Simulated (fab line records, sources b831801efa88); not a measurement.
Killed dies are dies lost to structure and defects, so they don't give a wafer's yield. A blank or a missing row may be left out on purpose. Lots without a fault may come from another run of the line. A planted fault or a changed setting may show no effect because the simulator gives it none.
Which tool did it? | flow sky130 | 6 lots, 17 wafers sampled, at 2 steps of a route of 708

WHAT THE GAUGES READ, wafer by wafer
SKY_VIA2_THK_MEAS_01.
lot  | measured     | on            | VIA2_HDPCVD_THK (nm)
L519 | day 36 07:20 | film_metro-04 | 1174 1192 1184
L520 | day 36 12:02 | film_metro-04 | 1173 1161 1161
L524 | day 37 16:31 | film_metro-02 | 1168 1183 1176
L531 | day 39 15:14 | film_metro-04 | 1261 1177 1260 1178
L536 | day 40 15:41 | film_metro-02 | 1154 1177 1170
L541 | day 42 01:35 | film_metro-04 | 1160 1164 1147

WHICH TOOL RAN EACH LOT (tool, then ch and the chambers of the sampled wafers, then the start)
lot  | SKY_VIA2_HDPCVD_00
L519 | hdpcvd-02 ch 0,1,2, day 36 07:11
L520 | hdpcvd-01 ch 0,2, day 36 11:55
L524 | hdpcvd-02 ch 0,1,2, day 37 16:23
L531 | hdpcvd-01 ch 0,2, day 39 15:06
L536 | hdpcvd-02 ch 0,1,2, day 40 15:32
L541 | hdpcvd-02 ch 1,2, day 42 01:27
- SKY_VIA2_HDPCVD_00: deposits SiO2, target thk 1180 nm, time 196.7 s.

THE ANSWER, worked out from the rows above alone
Rule: what is usual is taken from the lots themselves. Put in order of their means at a reading, lots are off if they are a third of the lots or fewer, leave a main group of 4 or more, and stand apart from it by a gap of 3 or more times the standard deviation of the main group's means; of several such gaps the widest counts. A main group whose means are all the same, to the digits that the tables above print for the reading, isn't used. A lot without any number at a reading at which 4 lots or more have one is off too. The other lots that the step has rows for count as sound.
Off: L531, at SKY_VIA2_THK_MEAS_01 (VIA2_HDPCVD_THK). The main group: mean 1170 nm, standard deviation 9.1.
A tool fits if, at a process step before that reading, it ran every lot that is off, and no sound lot after the first of them. The gauges at SKY_VIA2_THK_MEAS_01 are tried like those tools. One fits: hdpcvd-01 at SKY_VIA2_HDPCVD_00. Its last sound lot is L520 (day 36 11:55), its first lot that is off L531 (day 39 15:06): a fault that began between those two fits.

WHAT THE SIMULATOR HAD PUT IN
Process parameter drift: hdpcvd-01, from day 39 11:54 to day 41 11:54, at SKY_VIA2_HDPCVD_00. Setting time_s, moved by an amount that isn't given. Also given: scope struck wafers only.
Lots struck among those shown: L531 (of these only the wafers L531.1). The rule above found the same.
